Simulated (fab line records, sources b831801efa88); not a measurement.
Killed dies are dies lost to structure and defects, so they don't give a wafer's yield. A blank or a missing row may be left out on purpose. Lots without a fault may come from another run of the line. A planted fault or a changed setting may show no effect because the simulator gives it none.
fab line records | flow sky130
record lots=10 wafers=30 last_day=50
route steps=708 shown METAL1@450 VIA1@479 METAL2@485 PAD_OPEN@708
lots that met no fault: from a run of the same line without faults
start_h: hours from the record's first day to the start of the lot's first wafer shown | wait_h: hours since the lot's step before | " the same as in the row above | L1.1+2: a row that stands for several wafers | - no value, or no start given | * or withheld: withheld | < > ~ a bound
route shown NAME@n: a module of which the file shows steps, and the number in the route of the first | usual: mean/standard deviation of fault-free wafers | same: alike in all rows | chamber/n: place in a boat | sites: the reading at each site | _std_site: their standard deviation | _edge_site: outer sites' mean less inner sites' | radius_mm: how far each site lies from the wafer's centre | mask NAME#n: copy n | behind: the tool/chamber that last shaped the wafer | hold: why the lot was held/for how many hours/how that ended | device: the transistor (n, p or np) that didn't switch | end of line: the same wafers' tests at the end of the route | a step without rows: its recipe alone | killed: dies lost to structure and defects at the first sort, not the wafer's yield | map: a wafer's dies, x killed, . not, _ none there
set.NAME: the setting as run; set.NAME@STEP: as run at that earlier step | model.NAME: the simulator's own value behind a step, which no gauge read
steps of the route over a sample of lots; a table a step, a row a wafer
services: from which hour (start_h, from the record's first day; less than 0 if before it) a tool's chamber was out of use, for how many hours, and why
## steps
# step SKY_METAL1_OVL_MEAS_16
# usual METAL1_OVL=2/5.2
# columns lot.wafer tool chamber start_h wait_h METAL1_OVL[nm]
L566.2 overlay-01 - 753.99 0.1 -3
L566.4 " - " " -5
L566.5 " - " " -7
L571.2 overlay-01 - 809.64 0.1 -1
L571.5 " - " " 4
L571.6 " - " " 1
L570.3 overlay-01 - 810.94 0.1 1
L570.5 " - " " 2
L570.6 " - " " 1
L572.2 overlay-02 - 816.29 0.1 2
L572.4 " - " " 6
L572.6 " - " " 7
L580.2 overlay-01 - 869.79 0.1 -6
L580.4 " - " " -7
L580.5 " - " " -1
L581.1 overlay-01 - 880.43 0.1 7
L581.2 " - " " 4
L581.6 " - " " 3
L583.2 overlay-01 - 899.70 0.1 10
L583.3 " - " " 4
L583.4 " - " " 2
L586.2 overlay-02 - 927.65 0.1 2
L586.5 " - " " 10
L586.6 " - " " 11
L587.1 overlay-02 - 928.89 0.1 2
L587.3 " - " " 5
L587.5 " - " " 8
L588.2 overlay-02 - 935.10 0.1 -2
L588.3 " - " " 7
L588.5 " - " " 2
# step SKY_METAL1_METAL_ETCH_19
# recipe target_depth_a=3600 stop_on=SiO2 over_etch_frac=0.3 time_s=78 chemistry=Cl2/BCl3 resist_sidewall_deg=88 pressure_mtorr=10 icp_w=900 bias_w=48.5 Cl2_flow_sccm=60 bcl3_flow_sccm=30
# usual drypump_motor_current_A=5.74/0.22 mfc_cl2_sccm=59.99/0.2 oes_product_au=0.854/0.0069 rf_fwd_power_W=893/3.3 throttle_valve_pct=22.264/0.01
# same time_s=78
# columns lot.wafer tool chamber start_h wait_h drypump_motor_current_A mfc_cl2_sccm oes_product_au rf_fwd_power_W rf_hours_counter_h throttle_valve_pct
L566.2 rie_metal-03 0 754.11 0.0 5.36 59.88 0.842 890 10 22.264
L566.4 " 1 " " 5.76 60.16 0.865 892 - 22.252
L566.5 " 1 " " 5.78 60.05 0.851 890 - 22.269
L571.2 rie_metal-02 0 809.77 0.0 5.67 60.19 0.849 896 13 22.275
L571.5 " 0 " " 5.67 59.95 0.846 898 - 22.269
L571.6 " 1 " " 6.12 60.12 0.851 891 - 22.247
L570.3 rie_metal-03 0 811.09 0.1 5.39 59.64 0.855 892 - 22.273
L570.5 " 1 " " 5.78 59.86 0.849 895 - 22.277
L570.6 " 0 " " 5.39 59.72 0.854 892 - 22.259
L572.2 rie_metal-03 0 816.41 0.0 5.39 60.12 0.850 887 12 22.265
L572.4 " 1 " " 5.78 60.14 0.851 893 - 22.268
L572.6 " 0 " " 5.40 59.91 0.864 891 - 22.256
L580.2 rie_metal-03 0 869.91 0.0 5.39 59.99 0.860 890 14 22.271
L580.4 " 0 " " 5.36 59.97 0.842 892 - 22.261
L580.5 " 1 " " 5.80 60.08 0.849 896 - 22.257
L581.1 rie_metal-03 1 880.56 0.0 5.78 59.62 0.867 896 16 22.285
L581.2 " 0 " " 5.39 59.75 0.857 893 14 22.256
L581.6 " 0 " " 5.39 60.12 0.867 892 - 22.245
L583.2 rie_metal-02 0 899.82 0.0 5.70 59.77 0.852 894 0 22.258
L583.3 " 1 " " 6.16 59.64 0.861 893 - 22.273
L583.4 " 0 " " 5.70 59.72 0.867 899 - 22.253
L586.2 rie_metal-01 0 927.77 0.0 5.68 59.84 0.844 886 8 22.271
L586.5 " 1 " " 5.77 59.98 0.854 891 - 22.260
L586.6 " 0 " " 5.65 60.15 0.856 889 - 22.253
L587.1 rie_metal-01 0 929.02 0.0 5.66 60.12 0.850 893 8 22.253
L587.3 " 0 " " 5.68 59.98 0.856 894 - 22.256
L587.5 " 0 " " 5.71 60.33 0.842 888 - 22.283
L588.2 rie_metal-03 0 935.35 0.1 5.39 60.01 0.864 887 - 22.249
L588.3 " 0 " " 5.38 60.04 0.864 884 - 22.283
L588.5 " 0 " " 5.38 59.89 0.864 887 - 22.265
# step SKY_VIA1_CVD_21
# recipe material=W target_thk_nm=270 time_s=80.902 temp_c=400 pressure_torr=40
# usual heater_power_outer_w=550/80 heater_power_w=900/140 susceptor_temp_C=400.03/0.2
# same time_s=80.902
# columns lot.wafer tool chamber start_h wait_h heater_power_outer_w heater_power_w susceptor_temp_C
L566.2 cvd_w-01 1 782.68 0.0 557 857 399.93
L566.4 " 1 " " 549 844 400.16
L566.5 " 1 " " 553 822 399.68
L571.2 cvd_w-02 1 838.27 0.0 425 729 399.89
L571.5 " 0 " " 504 834 400.02
L571.6 " 1 " " 431 715 400.30
L570.3 cvd_w-01 0 838.95 0.1 661 1092 400.34
L570.5 " 0 " " 655 1075 400.17
L570.6 " 1 " " 552 849 399.95
L572.2 cvd_w-01 1 845.04 0.0 569 849 400.29
L572.4 " 1 " " 554 835 400.03
L572.6 " 0 " " 646 1091 399.72
L580.2 cvd_w-01 1 897.48 0.0 574 842 400.40
L580.4 " 0 " " 648 1112 399.75
L580.5 " 1 " " 558 830 400.09
L581.1 cvd_w-02 0 906.65 0.0 505 830 399.96
L581.2 " 1 " " 430 728 400.03
L581.6 " 0 " " 495 846 399.99
L583.2 cvd_w-02 0 925.81 0.0 507 855 400.05
L583.3 " 1 " " 423 718 400.16
L583.4 " 0 " " 511 858 399.63
L586.2 cvd_w-02 1 955.08 0.0 426 725 400.44
L586.5 " 1 " " 422 721 400.47
L586.6 " 0 " " 516 860 400.10
L587.1 cvd_w-02 0 956.10 0.0 511 860 399.95
L587.3 " 1 " " 420 725 399.89
L587.5 " 1 " " 429 735 400.28
L588.2 cvd_w-02 0 962.40 0.0 503 839 400.39
L588.3 " 1 " " 430 737 400.01
L588.5 " 0 " " 498 831 400.26
# step SKY_METAL2_SPUTTER_02
# recipe material=AlCu target_thk_nm=250 power_w=10600 time_s=13.3 chamber_pressure_pa=0.4
# usual cathode_dc_power_W=10600/2.1 chamber_pressure_pa=0.4000/0.00082 throttle_valve_pct=29.5/1.2 time_s=13.3/0
# columns lot.wafer tool chamber start_h wait_h cathode_dc_power_W chamber_pressure_pa throttle_valve_pct time_s
L566.2 pvd_sputter-03 - 783.30 0.0 10604 0.3999 29.7 13.3
L566.4 " - " " 10602 0.4006 27.7 13.3
L566.5 " - " " 10598 0.4002 27.6 13.3
L571.2 pvd_sputter-04 - 838.89 0.0 - - - -
L571.5 " - " " - - - -
L571.6 " - " " - - - -
L570.3 pvd_sputter-02 - 839.55 0.0 - - - -
L570.5 " - " " - - - -
L570.6 " - " " - - - -
L572.2 pvd_sputter-04 - 845.66 0.0 - - - -
L572.4 " - " " - - - -
L572.6 " - " " - - - -
L580.2 pvd_sputter-02 - 898.10 0.0 10600 0.3993 28.3 13.3
L580.4 " - " " 10600 0.4003 32.0 13.3
L580.5 " - " " 10602 0.3989 30.7 13.3
L581.1 pvd_sputter-04 - 907.27 0.0 10600 0.3997 29.2 13.3
L581.2 " - " " 10600 0.4002 30.1 13.3
L581.6 " - " " 10599 0.4002 29.2 13.3
L583.2 pvd_sputter-03 - 926.43 0.0 10602 0.3996 29.6 13.3
L583.3 " - " " 10599 0.4012 27.9 13.3
L583.4 " - " " 10598 0.3999 29.4 13.3
L586.2 pvd_sputter-04 - 955.70 0.0 10601 0.3995 30.7 13.3
L586.5 " - " " 10603 0.4000 27.6 13.3
L586.6 " - " " 10601 0.4000 30.1 13.3
L587.1 pvd_sputter-02 - 956.72 0.0 10596 0.4016 28.4 13.3
L587.3 " - " " 10599 0.3990 30.9 13.3
L587.5 " - " " 10605 0.4005 32.3 13.3
L588.2 pvd_sputter-04 - 963.02 0.0 10601 0.3996 29.8 13.3
L588.3 " - " " 10599 0.4005 29.2 13.3
L588.5 " - " " 10600 0.4001 29.4 13.3
# step SKY_METAL2_RS_MEAS_05
# recipe thk_meas_gauge=four-point-probe reads=TiN_of_METAL2_SPUTTER_04+Ti_of_METAL2_SPUTTER_03+AlCu_of_METAL2_SPUTTER_02+TiN_of_METAL2_SPUTTER_01+Ti_of_METAL2_SPUTTER_00
# usual METAL2_ALCU_RS=0.1272/0.0015
# columns lot.wafer tool chamber start_h wait_h METAL2_ALCU_RS[ohm/sq]
L566.2 film_metro-01 - 783.41 0.0 0.1253
L566.4 " - " " 0.1252
L566.5 " - " " 0.1251
L571.2 film_metro-01 - 839.03 0.1 8.7737
L571.5 " - " " 8.8196
L571.6 " - " " 8.7458
L570.3 film_metro-02 - 839.68 0.1 8.6230
L570.5 " - " " 8.6345
L570.6 " - " " 8.6474
L572.2 film_metro-02 - 845.77 0.0 8.6905
L572.4 " - " " 8.7849
L572.6 " - " " 8.8629
L580.2 film_metro-04 - 898.21 0.0 0.1292
L580.4 " - " " 0.1268
L580.5 " - " " 0.1248
L581.1 film_metro-01 - 907.36 0.0 0.1264
L581.2 " - " " 0.1241
L581.6 " - " " 0.1264
L583.2 film_metro-01 - 926.54 0.0 0.1272
L583.3 " - " " 0.1262
L583.4 " - " " 0.1272
L586.2 film_metro-02 - 955.82 0.0 0.1255
L586.5 " - " " 0.1285
L586.6 " - " " 0.1302
L587.1 film_metro-02 - 956.81 0.0 0.1312
L587.3 " - " " 0.1276
L587.5 " - " " 0.1288
L588.2 film_metro-04 - 963.13 0.0 0.1272
L588.3 " - " " 0.1273
L588.5 " - " " 0.1273
# step SKY_METAL2_THK_MEAS_06
# recipe thk_meas_gauge=xrf reads=AlCu_of_METAL2_SPUTTER_02
# usual METAL2_ALCU_THK=251/3.1
# columns lot.wafer tool chamber start_h wait_h METAL2_ALCU_THK[nm]
L566.2 film_metro-01 - 783.52 0.1 256
L566.4 " - " " 254
L566.5 " - " " 256
L571.2 film_metro-01 - 839.14 0.1 <1
L571.5 " - " " <1
L571.6 " - " " <1
L570.3 film_metro-02 - 839.78 0.1 <0
L570.5 " - " " <0
L570.6 " - " " <0
L572.2 film_metro-02 - 845.88 0.1 <0
L572.4 " - " " <0
L572.6 " - " " <0
L580.2 film_metro-04 - 898.32 0.1 244
L580.4 " - " " 249
L580.5 " - " " 254
L581.1 film_metro-01 - 907.48 0.1 254
L581.2 " - " " 255
L581.6 " - " " 252
L583.2 film_metro-01 - 926.65 0.1 251
L583.3 " - " " 250
L583.4 " - " " 251
L586.2 film_metro-02 - 955.93 0.1 254
L586.5 " - " " 250
L586.6 " - " " 246
L587.1 film_metro-02 - 956.93 0.1 246
L587.3 " - " " 251
L587.5 " - " " 249
L588.2 film_metro-04 - 963.24 0.1 252
L588.3 " - " " 250
L588.5 " - " " 250
# step SKY_PAD_OPEN_PROBE_99
# usual defect_limited_yield=82.5/1.9 killed_at_M0_to_M3=43/6.6 killed_at_M4_up=3.0/1.8 killed_at_contacts=24/5.1 killed_at_front_end=16/4.5 killed_at_other=0.3/0.67 killed_dies=86/9.3 killed_on_rim=17/3.8 killed_open=47/6.9 killed_short=39/6.6 sort_bin_3_pad_short=0.9/0.41 sort_bin_5_function=10.4/1.4 sort_bin_6_memory=6.2/1.1 sort_n_pass=406/9.3 sort_yield_pct=82.5/1.9
# same gross_dies=492 killed_at_back_side=0 sort_bin_4_leakage[%]=0 sort_bin_8_speed[%]=0
# columns lot.wafer tool chamber start_h wait_h defect_limited_yield[%] killed_at_M0_to_M3 killed_at_M4_up killed_at_contacts killed_at_front_end killed_at_other killed_dies killed_on_rim killed_open killed_short sort_bin_3_pad_short[%] sort_bin_5_function[%] sort_bin_6_memory[%] sort_n_pass sort_yield_pct[%]
L571.2 prober-02 - 1108.08 0.1 0 453 2 20 15 2 492 96 39 41 1.0 91.5 7.5 0 0
L571.5 prober-02 - 1108.23 0.2 0 454 4 17 17 0 492 96 46 41 1.2 92.9 5.9 0 0
L571.6 prober-02 - 1108.28 0.2 0 448 3 27 14 0 492 96 54 37 0.6 93.3 6.1 0 0
L570.3 prober-02 - 1110.68 0.2 0 462 2 16 11 1 492 96 35 49 0.8 93.9 5.3 0 0
L570.5 prober-02 - 1110.78 0.2 0 453 1 23 15 0 492 96 51 41 1.4 91.7 6.9 0 0
L570.6 prober-02 - 1110.83 0.2 0 460 4 17 11 0 492 96 40 40 1.0 92.1 6.9 0 0
L572.2 prober-01 - 1115.05 0.1 0 451 4 14 23 0 492 96 50 29 0.4 94.1 5.5 0 0
L572.4 prober-01 - 1115.15 0.2 0 443 1 26 21 1 492 96 38 39 0.8 94.3 4.9 0 0
L572.6 prober-01 - 1115.25 0.2 0 448 1 25 18 0 492 96 47 43 1.0 92.3 6.7 0 0
L581.1 prober-02 - 1165.54 0.1 85.2 41 4 19 9 0 73 17 45 28 0.2 8.5 6.1 419 85.2
L581.2 prober-02 - 1165.59 0.1 81.7 50 7 19 14 0 90 19 42 48 0.6 11.4 6.3 402 81.7
L581.6 prober-02 - 1165.79 0.2 81.5 50 4 25 11 1 91 11 53 38 0.8 11.2 6.5 401 81.5
# killed by level:class
L571.2 METAL2:area_sputter=412 CONTACT:geometric_particle:open=9 VIA2:geometric_particle:open=9 METAL1:geometric_particle:short=6 VIA1:geometric_particle:open=6 POLY_GATE:geometric_particle:short=5 LI_CONTACT:geometric_particle:open=4 METAL2:geometric_particle:short=4
L571.5 METAL2:area_sputter=404 VIA1:geometric_particle:open=13 VIA3:geometric_particle:open=8 POLY_GATE:geometric_particle:short=6 CONTACT:geometric_particle:open=6 VIA1:geometric_particle:short=6 VIA2:geometric_particle:open=6 METAL1:geometric_particle:short=5
L571.6 METAL2:area_sputter=401 VIA1:geometric_particle:open=10 CONTACT:geometric_particle:open=8 VIA3:geometric_particle:open=8 LI_CONTACT:geometric_particle:open=6 CONTACT:geometric_particle:short=5 VIA2:geometric_particle:open=5 METAL3:geometric_particle:short=5
L570.3 METAL2:area_sputter=408 VIA1:geometric_particle:open=9 VIA3:geometric_particle:open=9 METAL2:geometric_particle:short=9 METAL1:geometric_particle:short=8 VIA1:geometric_particle:short=8 LOCAL_INTERCONNECT:geometric_particle:short=7 FIELD_ISO:geometric_particle:short=5
L570.5 METAL2:area_sputter=400 VIA1:geometric_particle:open=12 LOCAL_INTERCONNECT:geometric_particle:short=9 VIA3:geometric_particle:open=9 CONTACT:geometric_particle:open=8 METAL1:geometric_particle:short=8 VIA1:geometric_particle:short=5 VIA2:geometric_particle:open=5
L570.6 METAL2:area_sputter=411 VIA1:geometric_particle:open=13 VIA3:geometric_particle:open=6 VIA1:geometric_particle:short=6 METAL2:geometric_particle:short=5 VIA3:geometric_particle:short=5 LI_CONTACT:geometric_particle:open=4 LOCAL_INTERCONNECT:geometric_particle:short=4
L572.2 METAL2:area_sputter=411 VIA1:geometric_particle:open=11 VIA2:geometric_particle:open=7 CONTACT:geometric_particle:open=7 VIA3:geometric_particle:open=7 FIELD_ISO:geometric_particle:short=6 FIELD_ISO:geometric_particle:open=5 POLY_GATE:geometric_particle:open=5
L572.4 METAL2:area_sputter=415 CONTACT:geometric_particle:short=11 VIA1:geometric_particle:open=9 FIELD_ISO:geometric_particle:short=8 CONTACT:geometric_particle:open=8 FIELD_ISO:geometric_particle:open=6 POLY_GATE:geometric_particle:open=4 LI_CONTACT:geometric_particle:open=4
L572.6 METAL2:area_sputter=402 CONTACT:geometric_particle:open=11 VIA2:geometric_particle:open=11 LOCAL_INTERCONNECT:geometric_particle:short=7 FIELD_ISO:geometric_particle:open=6 VIA2:geometric_particle:short=6 VIA1:geometric_particle:open=5 VIA1:geometric_particle:short=5
L581.1 CONTACT:geometric_particle:open=10 VIA3:geometric_particle:open=8 VIA1:geometric_particle:open=7 VIA2:geometric_particle:short=6 FIELD_ISO:geometric_particle:open=5 LI_CONTACT:geometric_particle:open=4 METAL2:geometric_particle:short=4 VIA2:geometric_particle:open=4
L581.2 METAL1:geometric_particle:short=10 VIA1:geometric_particle:open=10 LI_CONTACT:geometric_particle:open=7 POLY_GATE:geometric_particle:short=6 VIA1:geometric_particle:short=6 METAL4:geometric_particle:short=6 CONTACT:geometric_particle:open=5 VIA2:geometric_particle:open=5
L581.6 VIA1:geometric_particle:open=13 CONTACT:geometric_particle:open=8 METAL2:geometric_particle:short=7 LOCAL_INTERCONNECT:geometric_particle:short=7 METAL1:geometric_particle:short=7 VIA2:geometric_particle:open=7 VIA3:geometric_particle:open=7 LI_CONTACT:geometric_particle:open=6
## services
# columns tool chamber start_h hours kind
cvd_w-01 - 761.16 0.5 repair
rie_metal-03 - 770.98 1.4 pm
pvd_sputter-04 - 803.63 4.1 repair
pvd_sputter-03 - 821.30 1.0 repair
rie_metal-01 0 831.71 6.1 repair
cvd_w-02 - 841.62 1.3 repair
pvd_sputter-03 - 844.45 10.9 repair
pvd_sputter-04 - 848.05 0.5 repair
rie_metal-01 0 850.89 8.2 repair
cvd_w-02 0 864.05 26.6 repair
pvd_sputter-04 - 885.90 6.6 repair
cvd_w-02 - 894.68 6.0 pm
pvd_sputter-02 - 897.00 0.5 repair
rie_metal-01 - 899.43 1.2 repair
cvd_w-01 - 904.00 14.0 pm
rie_metal-01 - 923.78 1.2 repair
rie_metal-02 - 929.75 0.3 repair
rie_metal-02 1 929.97 4.8 repair
rie_metal-03 1 930.71 - clean
cvd_w-02 - 932.56 0.4 repair
pvd_sputter-02 - 935.76 6.9 repair
cvd_w-02 - 950.81 0.6 repair
pvd_sputter-02 - 952.41 2.5 repair
rie_metal-03 - 960.53 1.6 repair
## key
first_sign step=SKY_METAL2_SPUTTER_02 reading=tool_record direction=missing
effect step=SKY_METAL2_RS_MEAS_05 reading=METAL2_ALCU_RS direction=up sigmas=99+ usual=0.1272 struck=8.7314
effect step=SKY_METAL2_THK_MEAS_06 reading=METAL2_ALCU_THK direction=down sigmas=82 usual=251 struck=<0
effect step=SKY_PAD_OPEN_PROBE_99 reading=killed_at_M0_to_M3 direction=up sigmas=62 usual=43 struck=452
more_kills_born_at SKY_METAL2_SPUTTER_02@pvd_sputter-04=2445 SKY_METAL2_SPUTTER_02@pvd_sputter-02=1219
met_at SKY_METAL2_SPUTTER_02
struck_lots L570,L571,L572
later_rows_left_out L570.3,L570.5,L570.6,L571.2,L571.5,L571.6,L572.2,L572.4,L572.6
not_acting_at SKY_METAL1_OVL_MEAS_16,SKY_METAL1_METAL_ETCH_19,SKY_VIA1_CVD_21
fault kind=skipped_step_whole tool=pvd_sputter-02,pvd_sputter-04 chamber=- onset_h=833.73 steps=SKY_METAL2_SPUTTER_02 scope=struck_lots_only
# later_rows_left_out: the simulator's readings of these wafers behind a module that went badly wrong aren't trusted and aren't shown, but for the sort
